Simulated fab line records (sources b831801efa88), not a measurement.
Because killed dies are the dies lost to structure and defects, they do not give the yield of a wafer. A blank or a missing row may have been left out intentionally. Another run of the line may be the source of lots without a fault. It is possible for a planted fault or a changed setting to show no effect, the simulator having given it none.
Matching of chambers + flow sky130 + SKY_CAP2M_CVD_00 on pecvd-03 has 3 sister chambers
The step deposits SiO2, target thk 15.5 nm. 6 wafers are shown with their chamber, then 9 later ones without.

== WAFERS, EACH WITH ITS CHAMBER ==
| wafer  | chamber | heater-power-w (W) |
|--------|---------|--------------------|
| L090.2 | 0       | 854                |
| L090.3 | 1       | 729                |
| L090.4 | 1       | 741                |
| L092.1 | 2       | 633                |
| L092.3 | 0       | 818                |
| L092.5 | 2       | 649                |

== WAFERS WITHOUT THEIR CHAMBER ==
| wafer  | heater-power-w (W) |
|--------|--------------------|
| L093.1 | 751                |
| L093.5 | 772                |
| L093.6 | 815                |
| L096.3 | 624                |
| L096.4 | 795                |
| L096.5 | 784                |
| L097.1 | 649                |
| L097.3 | 788                |
| L097.5 | 649                |

== WHICH CHAMBER EACH ONE RAN IN ==
| wafer  | from the rows above     | in truth |
|--------|-------------------------|----------|
| L093.1 | 1                       | 1        |
| L093.5 | can't be placed: 1 or 0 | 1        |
| L093.6 | 0                       | 0        |
| L096.3 | 2                       | 2        |
| L096.4 | can't be placed: 0 or 1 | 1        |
| L096.5 | can't be placed: 1 or 0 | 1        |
| L097.1 | 2                       | 2        |
| L097.3 | can't be placed: 0 or 1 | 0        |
| L097.5 | 2                       | 2        |
Placed correctly: 5 of 9. Unplaceable from these rows: 4, with the true chamber sitting among the candidates in 4. Wrongly placed: 0.
How it was worked out, from the rows above alone: a wafer's distance from a chamber is the root of the sum, over the readings, of the square of ((its reading less the chamber's mean) divided by the reading's scatter). The wafer belongs to the nearest chamber; if the next one is less than 2 further off, it can't be placed. For every chamber, the mean is computed from those of its wafers that are shown. The scatter: take each reading less its chamber's mean, square it, sum over the shown wafers, divide by the number of wafers less the number of chambers, and take the root.
